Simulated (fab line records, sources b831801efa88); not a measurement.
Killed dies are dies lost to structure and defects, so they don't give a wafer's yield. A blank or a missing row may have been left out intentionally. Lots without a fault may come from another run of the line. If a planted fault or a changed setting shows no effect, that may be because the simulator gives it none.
2 desks, one fault    flow sky130    numbers are kept per desk, each desk with only its own; the story behind them comes last

## AT THE METROLOGY DESK
Lot by lot, what the gauges showed, no matter which tool ran the lot: averages of those sampled wafers that carry a number. A lot is out of limits, marked OUT, if its mean lies more than 4 standard deviations from the usual mean; the brackets give that distance.
Columns: A = LOCAL_INTERCONNECT_TIN_RS at SKY_LOCAL_INTERCONNECT_RS_MEAS_01, usual 14.17 ohm/sq
lot   first seen here  A
L374  day 29 00:19     14.20
L375  day 29 06:51     14.03
L379  day 30 23:19     14.27
L380  day 31 11:58     14.16
L381  day 31 15:44     14.18
L388  day 34 02:22     14.18
L389  day 34 13:31     14.15
L390  day 34 21:37     14.04
L392  day 35 12:55     14.28
L394  day 35 21:51     14.44
L395  day 36 04:24     14.03
L397  day 36 12:45     14.09
This desk's finding: nothing out of limits on any of the 12 lots.

## TOOL OWNER'S DESK, rie diel-02
The tool's own readings at SKY_POLY_GATE_ETCH_15 (etches BARC in N2/H2, stops on SiO2, time 118.5 s, target depth 110 nm): means of the sampled wafers that have a number, for each lot that ran on this tool. A lot is out of limits, marked OUT, if its mean lies more than 4 standard deviations from the usual mean; the brackets give that distance.
Columns: A = bias w at SKY_POLY_GATE_ETCH_15, usual 100.01 W; B = drypump motor current A at SKY_POLY_GATE_ETCH_15, usual 5.7 A; C = h2 flow sccm at SKY_POLY_GATE_ETCH_15, usual 200.1 sccm; D = oes product au at SKY_POLY_GATE_ETCH_15, usual 0.716 a.u.; E = rf fwd power W at SKY_POLY_GATE_ETCH_15, usual 497.3 W; F = throttle valve pct at SKY_POLY_GATE_ETCH_15, usual 13.213 %
lot   first seen here  A                B    C      D      E      F
L375  day 16 09:53     100.17           5.2  199.6  0.715  498.3  13.209
L380  day 18 18:32     99.90            5.6  200.3  0.717  498.1  13.205
L388  day 21 20:36     95.01 (-17) OUT  5.3  200.5  0.711  499.7  13.213
L390  day 22 18:12     95.15 (-17) OUT  5.8  199.9  0.715  498.0  13.220
This desk finds L388, L390 out of limits, L388 being first, at day 21 20:36 (bias w at SKY_POLY_GATE_ETCH_15). L375, L380: within limits.

## TAKEN TOGETHER
The tool owner's desk had the chance to raise an alarm at day 21 20:36 on L388, L390.
Nothing out of limits was seen by the metrology desk.
The metrology desk has L388, L390 on record, within its limits.
The lots listed all ran SKY_POLY_GATE_ETCH_15 on rie diel-02.

## WHAT THE SIMULATOR HAD PUT IN
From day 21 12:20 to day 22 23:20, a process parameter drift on rie diel-02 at SKY_POLY_GATE_ETCH_15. Setting bias w shifted by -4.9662 from 100. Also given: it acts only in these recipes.
Struck lots among those shown: L388, L390.
Time in hours from fault onset to the first out-of-limits reading at each desk: the tool owner's desk, 8.
